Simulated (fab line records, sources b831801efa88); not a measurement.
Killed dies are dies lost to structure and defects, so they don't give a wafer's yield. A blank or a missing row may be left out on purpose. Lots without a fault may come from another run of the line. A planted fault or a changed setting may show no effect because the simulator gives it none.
A struck lot beside a sound one | flow sky130 | 15 steps out of a route of 708
Sound: wafers L709.2, L709.3, L709.4. Struck: wafers L704.3, L704.4, L704.6. The cause comes at the end.
At each step with rows: each side's tool, then ch and its chambers, then its first start. Under that, the readings that differ: sound wafers | struck wafers | difference of the means | sigmas: that difference in standard deviations of wafers without a fault.
alike: readings whose means differ by less than 2 such deviations, and words and numbers that are the same on both sides. not compared: withheld readings, readings that some wafer has no value for, bounds like >300 that may hide the same value, and numbers for which the record gives no deviation and whose values overlap.
The two part at a step that has a row with sigmas, a row that says differs or no value, or rows on one side only. Numbers that don't overlap but have no deviation are shown without sigmas and don't part them. A reading that every wafer of one side lacks parts them only if that side has two wafers or more.

first, 8 steps without rows for these wafers: SKY_POLY_GATE_DEHYDRATE_05 (time 60 s); SKY_POLY_GATE_HMDS_06 (prime time 60 s); SKY_POLY_GATE_COAT_07 (resist thk 110 nm); SKY_POLY_GATE_COAT_08 (resist thk 450 nm); SKY_POLY_GATE_SOFTBAKE_09 (time 90 s); SKY_POLY_GATE_EXPOSE_10 (exposes mask P1M, target cd 150 nm); SKY_POLY_GATE_PEB_11; SKY_POLY_GATE_DEVELOP_12 (develop time 60 s).
SKY_POLY_GATE_CD_MEAS_13: target cd 150 nm.
  sound on cd_sem-01, day 24 00:48; struck on cd_sem-02, day 22 13:49
  alike: cd_nm
SKY_POLY_GATE_OVL_MEAS_14:
  sound on overlay-01, day 24 00:55; struck on overlay-01, day 22 13:55
  alike: POLY_GATE_OVL
SKY_POLY_GATE_ETCH_15: etches BARC in N2/H2, stops on SiO2, time 118.5 s, target depth 110 nm.
  sound on rie_diel-03 ch 0,2,3, day 24 00:56; struck on rie_diel-01 ch 1,3, day 22 13:56
  alike: bias_w, chamber_pressure_mTorr, drypump_motor_current_A, h2_flow_sccm, oes_product_au, throttle_valve_pct
  not compared: rf_hours_counter_h
SKY_POLY_GATE_ETCH_16: etches Si3N4 in CH3F/O2, stops on poly-Si, time 147.5 s, target depth 75 nm.
  sound on rie_diel-03 ch 0,2,3, day 24 01:01; struck on rie_diel-01 ch 1,3, day 22 14:01
  reading    | sound             | struck            | difference | sigmas
  bias_w (W) | 80.52 79.71 80.51 | 79.55 80.00 79.65 | -0.51      | -2
  alike: O2_flow_sccm, drypump_motor_current_A, oes_product_au, throttle_valve_pct
  not compared: rf_hours_counter_h
SKY_POLY_GATE_ETCH_17: etches poly-Si in HBr/Cl2, stops on SiO2, target depth 180 nm, time 70.5 s.
  sound on rie_si-01 ch 0,2,3, day 24 01:07; struck on rie_si-02 ch 0,2,3, day 22 14:07
  no value came back on the struck wafers for any of 5 readings (HBr_flow_sccm (sccm), bias_w (W) and others); on the sound wafers HBr_flow_sccm (sccm) reads 150.1 150.5 149.0
  reading                                          | sound             | struck          | difference | sigmas
  model.KrF-thick_of_POLY_GATE_COAT_08.thk_nm (nm) | 136.9 139.4 138.9 | 236 233.7 233.6 | +96        |
  not compared: rf_hours_counter_h
SKY_POLY_GATE_STRIP_18: strips in O2/N2.
  sound on plasma_asher-01 ch 0,1, day 24 01:10; struck on plasma_asher-03 ch 0,1, day 22 14:13
  reading                      | sound             | struck            | difference | sigmas
  oes_product_au (a.u.)        | 0.361 0.361 0.361 | 0.400 0.399 0.400 | +0.039     | +9
  strip_time_to_endpoint_s (s) | 3.137 3.155 3.163 | 4.211 4.189 4.172 | +1.039     | +37
  alike: drypump_motor_current_A
  not compared: rf_hours_counter_h
then, 1 step without rows for these wafers: SKY_POLY_GATE_CLEAN_19 (cleans in SC1/SC2, time 150 s).

WHERE THEY PART
First at SKY_POLY_GATE_ETCH_16; last, within this record, at SKY_POLY_GATE_STRIP_18.

WHY: what the simulator had put in
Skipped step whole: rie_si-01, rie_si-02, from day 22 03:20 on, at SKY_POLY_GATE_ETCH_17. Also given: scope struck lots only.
